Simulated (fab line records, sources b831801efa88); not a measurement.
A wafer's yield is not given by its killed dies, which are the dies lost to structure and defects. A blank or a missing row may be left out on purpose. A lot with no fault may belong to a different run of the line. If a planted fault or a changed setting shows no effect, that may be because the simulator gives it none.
Lot-split experiment    flow gf180mcu    23 wafers read from 5 lots, route of 602 steps

ON THE SPLIT
At GF_M3_SPUTTER_04 (material TiN, target thk 50 nm, time 41.7 s), the setting power-w was moved away from the recipe's 6500 W on 6 of the 23 wafers read, by +5.2% to +10.7%. This setting was run at the recipe's value on the other wafers.

The reading comes from the split's own step.

THE READING
TiN_of_M3_SPUTTER_04.thk-nm (the simulator's own value, which no gauge read), in nm, at GF_M3_SPUTTER_04 (material TiN, target thk 50 nm, time 41.7 s). The file does not state a usual value for it. Here, 17 wafers ran the recipe; their average is 50.22 nm with a standard deviation of 0.37 nm.

wafer   tool, chamber at the split  power-w as run, W  against the recipe  TiN_of_M3_SPUTTER_04.thk-nm, nm  against lot-mates on the recipe
L079.2  pvd-sputter-03, -           6500               recipe              50.64                            -
L079.3  pvd-sputter-03, -           6500               recipe              50.6                             -
L079.4  pvd-sputter-03, -           6500               recipe              49.84                            -
L079.5  pvd-sputter-03, -           6500               recipe              50.15                            -
L079.6  pvd-sputter-03, -           6500               recipe              49.61                            -
L080.2  pvd-sputter-04, -           6500               recipe              50.4                             -
L080.5  pvd-sputter-04, -           6500               recipe              50.39                            -
L080.6  pvd-sputter-04, -           6500               recipe              50.36                            -
L081.1  pvd-sputter-03, -           6500               recipe              50.31                            -
L081.2  pvd-sputter-03, -           6500               recipe              49.77                            -
L081.3  pvd-sputter-03, -           6500               recipe              50.83                            -
L081.4  pvd-sputter-03, -           6500               recipe              50.36                            -
L081.5  pvd-sputter-03, -           6500               recipe              49.95                            -
L082.1  pvd-sputter-04, -           7193               +10.7%              56.27                            +6.07
L082.2  pvd-sputter-04, -           7193               +10.7%              55.32                            +5.12
L082.3  pvd-sputter-04, -           6500               recipe              49.66                            -
L082.5  pvd-sputter-04, -           6500               recipe              50.74                            -
L082.6  pvd-sputter-04, -           7193               +10.7%              54.89                            +4.69
L084.1  pvd-sputter-04, -           6835               +5.2%               53.27                            +3.23
L084.2  pvd-sputter-04, -           6835               +5.2%               52.94                            +2.89
L084.4  pvd-sputter-04, -           6500               recipe              49.82                            -
L084.5  pvd-sputter-04, -           6835               +5.2%               53.12                            +3.07
L084.6  pvd-sputter-04, -           6500               recipe              50.27                            -

THE FIT
A straight line over all 23 wafers: TiN_of_M3_SPUTTER_04.thk-nm changes by +0.505 nm for each +1% of power-w; r = +0.98; the points scatter about the line by 0.42 nm.
The same after taking each lot's own level away (the mean of its wafers on the recipe; 23 wafers): +0.511 nm for each +1%; r = +0.98; scatter 0.43 nm.
The reading moves by 5.4 nm for the largest change in power-w, on that fit.
The span of the lots' own levels, 50.045 to 50.383 nm, comes to 0.9 times the standard deviation stated above.
Hence the lot-to-lot level has little effect on the slope; both slopes agree.
Check: +5.27 nm against its lot-mates is what the line predicts for one of the wafers moved furthest among these (+10.7%) when that wafer is left out of the fit. It came out at +6.07 nm against them.

OTHER SPLITS ON THESE WAFERS
Other splits were also applied to these wafers ahead of the reading. Each is held against what the fit with the lots' levels taken away leaves over:
other split on the same wafers  wafers away from the commonest value  r with TiN_of_M3_SPUTTER_04.thk-nm (lot level and that fit taken away)
GF_CONTACT_PEB_12 peb-temp-c    5                                     -0.29
GF_M1_SPUTTER_04 time-s         7                                     +0.16
GF_M1_EXPOSE_11 dose-mj         5                                     -0.12
GF_M2_SPUTTER_01 time-s         8                                     +0.07
GF_M2_SPUTTER_04 time-s         8                                     +0.35
GF_V2_CVD_00 sih4-flow-sccm     8                                     -0.36
GF_V2_COAT_09 resist-thk-nm     10                                    -0.01
GF_V2_SPUTTER_21 power-w        5                                     -0.13
GF_V2_CVD_23 temp-c             9                                     -0.10

THE FILE'S OWN FIT
TiN_of_M3_SPUTTER_04.thk-nm changes by +0.515 nm for each +1% of power-w, r = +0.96.
